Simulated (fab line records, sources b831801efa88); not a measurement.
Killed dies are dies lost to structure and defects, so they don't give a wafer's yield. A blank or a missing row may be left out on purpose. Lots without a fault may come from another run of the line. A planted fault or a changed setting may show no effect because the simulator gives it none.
Which tool did it? | flow sky130 | 13 lots, 39 wafers sampled, at 4 steps of a route of 708

WHAT THE GAUGES READ, wafer by wafer
SKY_SONOS_ONO_THK_MEAS_05.
lot  | measured     | on            | SONOS_ONO_CVD_04_THK (nm)
L161 | day 11 02:19 | film_metro-03 | 5.86 5.81 5.80
L163 | day 11 21:52 | film_metro-03 | 5.63 5.69 5.66
L164 | day 12 08:03 | film_metro-01 | 5.66 5.71 5.76
L165 | day 13 03:23 | film_metro-03 | 5.68 5.76 5.76
L167 | day 13 22:56 | film_metro-04 | 5.83 5.83 5.82
L168 | day 14 00:11 | film_metro-04 | 5.70 5.76 5.71
L169 | day 14 15:43 | film_metro-04 | 5.78 5.77 5.78
L171 | day 14 18:09 | film_metro-01 | 5.79 5.70 5.68
L173 | day 15 10:34 | film_metro-01 | 5.97 5.86 5.82
L178 | day 16 23:22 | film_metro-03 | 5.87 5.73 5.84
L180 | day 17 23:47 | film_metro-04 | 5.74 5.62 5.69
L182 | day 19 17:43 | film_metro-04 | 5.62 5.69 5.67
L184 | day 19 20:20 | film_metro-03 | 5.74 5.80 5.83

SKY_LDD_HVP_OVL_MEAS_07.
lot  | measured     | on         | LDD_HVP_OVL (nm)
L161 | day 20 22:13 | overlay-02 | -0.5 -0.6 -0.5
L163 | day 21 20:53 | overlay-02 | -0.7 -2.2 -2.1
L164 | day 22 10:14 | overlay-02 | -0.3 -2.1 -0.7
L165 | day 23 04:26 | overlay-02 | -0.5 -0.4 -0.5
L167 | day 24 04:13 | overlay-01 | -2.6 -1.2 -2.5
L168 | day 24 08:04 | overlay-02 | 0.9 -0.2 0.1
L169 | day 24 22:47 | overlay-02 | -0.1 0.5 0.9
L171 | day 25 06:34 | overlay-02 | 0.8 0.9 0.9
L173 | day 25 19:46 | overlay-01 | -0.9 1.0 0.6
L178 | day 27 06:44 | overlay-01 | -0.9 -0.7 0.3
L180 | day 28 08:23 | overlay-01 | 0.2 -0.5 0.5
L182 | day 29 21:08 | overlay-02 | -0.7 -2.0 -0.7
L184 | day 30 05:13 | overlay-02 | 0.7 -0.1 0.6

WHICH TOOL RAN EACH LOT (tool, then ch and the chambers of the sampled wafers, then the start)
lot  | SKY_DNWELL_STRIP_08                 | SKY_NWELL_IMPLANT_12
L161 | plasma_asher-02 ch 0,1, day 3 01:10 | implanter-01 ch 0, day 4 07:48
L163 | plasma_asher-02 ch 0,1, day 3 14:47 | implanter-04 ch 0, day 4 23:22
L164 | plasma_asher-02 ch 0,1, day 3 20:01 | implanter-02 ch 0, day 5 05:07
L165 | plasma_asher-03 ch 0,1, day 4 01:05 | implanter-04 ch 0, day 5 10:00
L167 | plasma_asher-04 ch 0,1, day 4 22:49 | implanter-02 ch 0, day 6 11:34
L168 | plasma_asher-04 ch 0,1, day 4 23:10 | implanter-04 ch 0, day 6 11:51
L169 | plasma_asher-03 ch 0,1, day 5 07:05 | implanter-04 ch 0, day 6 21:00
L171 | plasma_asher-04 ch 0,1, day 5 11:22 | implanter-04 ch 0, day 7 01:00
L173 | plasma_asher-02 ch 0,1, day 5 22:46 | implanter-04 ch 0, day 7 12:01
L178 | plasma_asher-02 ch 0,1, day 7 00:08 | implanter-02 ch 0, day 8 14:50
L180 | plasma_asher-04 ch 0,1, day 7 15:37 | implanter-01 ch 0, day 9 08:12
L182 | plasma_asher-04 ch 0,1, day 8 19:43 | implanter-04 ch 0, day 10 15:34
L184 | plasma_asher-02 ch 0,1, day 8 20:07 | implanter-04 ch 0, day 10 16:34
- SKY_DNWELL_STRIP_08: strips in O2/N2.
- SKY_NWELL_IMPLANT_12

WHAT THE TOOLS THEMSELVES READ (means of the sampled wafers that have a number; where no wafer has one, the mark that the record gives instead)
SKY_DNWELL_STRIP_08.
lot  | tool            | drypump_motor_current_A (A) | n2_flow_sccm (sccm) | oes_product_au (a.u.) | strip_time_to_endpoint_s (s)
L161 | plasma_asher-02 | 6.0                         | 299.9               | 0.722                 | 36.87
L163 | plasma_asher-02 | 5.9                         | 300.0               | 0.718                 | 36.93
L164 | plasma_asher-02 | 5.9                         | 300.5               | 0.725                 | 36.93
L165 | plasma_asher-03 | 6.1                         | 300.2               | 0.715                 | 36.75
L167 | plasma_asher-04 | 5.7                         | 299.8               | 0.725                 | 37.08
L168 | plasma_asher-04 | 5.8                         | 300.8               | 0.725                 | 37.00
L169 | plasma_asher-03 | 6.1                         | 300.2               | 0.720                 | 37.08
L171 | plasma_asher-04 | 5.7                         | 299.7               | 0.726                 | 36.93
L173 | plasma_asher-02 | 6.1                         | 299.4               | 0.725                 | 36.85
L178 | plasma_asher-02 | 6.0                         | 299.1               | 0.722                 | 36.94
L180 | plasma_asher-04 | 5.8                         | 299.2               | 0.721                 | 36.94
L182 | plasma_asher-04 | 5.7                         | 300.6               | 0.724                 | 37.04
L184 | plasma_asher-02 | 6.0                         | 299.5               | 0.725                 | 36.92

SKY_NWELL_IMPLANT_12.
lot  | tool         | dose_ions_cm2 | faraday_current_uA
L161 | implanter-01 | 1.2988e+12    | 7.30
L163 | implanter-04 | 1.3000e+12    | 7.37
L164 | implanter-02 | 1.3011e+12    | 7.33
L165 | implanter-04 | 1.3016e+12    | 7.39
L167 | implanter-02 | 1.3008e+12    | 7.25
L168 | implanter-04 | 1.3001e+12    | 7.06
L169 | implanter-04 | 1.4073e+12    | 7.92
L171 | implanter-04 | 1.4111e+12    | 7.87
L173 | implanter-04 | 1.4088e+12    | 7.99
L178 | implanter-02 | 1.2988e+12    | 7.30
L180 | implanter-01 | 1.3006e+12    | 7.27
L182 | implanter-04 | 1.3014e+12    | 7.29
L184 | implanter-04 | 1.3000e+12    | 7.39

THE ANSWER, worked out from the rows above alone
Rule: what is usual is taken from the lots themselves. Put in order of their means at a reading, lots are off if they are a third of the lots or fewer, leave a main group of 4 or more, and stand apart from it by a gap of 3 or more times the standard deviation of the main group's means; of several such gaps the widest counts. A main group whose means are all the same, to the digits that the tables above print for the reading, isn't used. A lot without any number at a reading at which 4 lots or more have one is off too. The other lots that the step has rows for count as sound. The gauges are gone through in route order, then the tools' own readings, and for those a lot's mean is taken as printed above. The first step at which some lot is off is used, and at that step the reading that is off furthest; a lot without a number counts as furthest.
Off: L169, L171, L173, at SKY_NWELL_IMPLANT_12 (dose_ions_cm2). The main group: mean 1.3003e+12, standard deviation 9.3e+08.
A tool fits if, at that step or a process step before it, it ran every lot that is off, and no sound lot after the first of them. None of those tried fits.

WHAT THE SIMULATOR HAD PUT IN
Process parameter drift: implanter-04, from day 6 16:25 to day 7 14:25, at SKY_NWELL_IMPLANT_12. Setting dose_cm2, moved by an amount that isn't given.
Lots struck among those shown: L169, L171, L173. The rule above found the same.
